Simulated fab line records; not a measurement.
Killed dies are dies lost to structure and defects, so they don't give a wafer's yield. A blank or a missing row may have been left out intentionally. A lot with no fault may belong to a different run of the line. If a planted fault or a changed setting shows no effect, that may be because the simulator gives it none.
A single fault, viewed from 2 desks    flow gf180mcu    each desk has only its own numbers; what lay behind them comes last

## FROM THE METROLOGY DESK
What the gauges read, lot by lot, whatever tool the lot ran on: means of the sampled wafers that have a number. Marked OUT: a lot whose mean sits more than 4 standard deviations from the usual mean, which makes it out of limits; the brackets give that distance.
Columns: A = TOP_METAL_ALCU_RS at GF_TOP_METAL_RS_MEAS_05, usual 0.0329 ohm/sq; B = TOP_METAL_ALCU_THK at GF_TOP_METAL_THK_MEAS_06, usual 899 nm
lot   first seen here  A                  B
L782  day 27 20:46     0.0334             886
L783  day 28 02:42     0.0324             914
L785  day 28 22:45     0.0332             887
L786  day 29 14:01     0.0333             883
L788  day 29 14:43     0.0331             894
L789  day 30 00:52     0.0327             907
L790  day 30 08:47     0.0326             909
L793  day 31 05:37     0.0326             907
L795  day 31 16:02     0.0325             910
L797  day 32 08:05     0.0328             902
L798  day 32 12:57     0.0326             906
L799  day 32 17:16     0.0331             893
L803  day 33 19:20     0.0362 (+8.6) OUT  823 (-6.9) OUT
L805  day 34 00:40     0.0350 (+5.6) OUT  845 (-4.9) OUT
This desk reports L803, L805 out of limits; the earliest was L803 at day 33 19:20 (TOP_METAL_ALCU_RS at GF_TOP_METAL_RS_MEAS_05). In limits: L782, L783, L785, L786, L788, L789, L790, L793, L795, L797, L798, L799.

## TOOL OWNER'S DESK, pvd sputter-01
The tool's own readings at GF_TOP_METAL_SPUTTER_02 (material AlCu, target thk 900 nm, time 47.82 s): means of the sampled wafers that have a number, for each lot that ran on this tool. Marked OUT: a lot whose mean sits more than 4 standard deviations from the usual mean, which makes it out of limits; the brackets give that distance.
Columns: A = cathode dc power W at GF_TOP_METAL_SPUTTER_02, usual 10600 W; B = throttle valve pct at GF_TOP_METAL_SPUTTER_02, usual 30.6 %
lot   first seen here  A                       B
L783  day 28 02:37     10601                   30.3
L790  day 30 08:41     10597                   30.8
L797  day 32 07:59     10600                   30.3
L798  day 32 12:50     10601                   30.5
L803  day 33 19:11     9786 (-99 or more) OUT  30.6
L805  day 34 00:34     9785 (-99 or more) OUT  30.5
This desk's finding: out of limits on L803, L805; first on L803, day 33 19:11 (cathode dc power W at GF_TOP_METAL_SPUTTER_02). In limits: L783, L790, L797, L798.

## PUT TOGETHER
The tool owner's desk had the chance to raise an alarm at day 33 19:11 on L803, L805.
An alarm was possible from the metrology desk at day 33 19:20, on L803, L805.
The lots listed all ran GF_TOP_METAL_SPUTTER_02 on pvd sputter-01.

## WHAT THE SIMULATOR HAD PUT IN
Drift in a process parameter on pvd sputter-01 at GF_TOP_METAL_SPUTTER_02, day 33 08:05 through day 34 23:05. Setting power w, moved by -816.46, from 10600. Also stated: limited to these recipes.
Lots struck among those shown: L803, L805.
Fault start to first reading out of limits, in hours, per desk: tool owner, 11; metrology, 11.
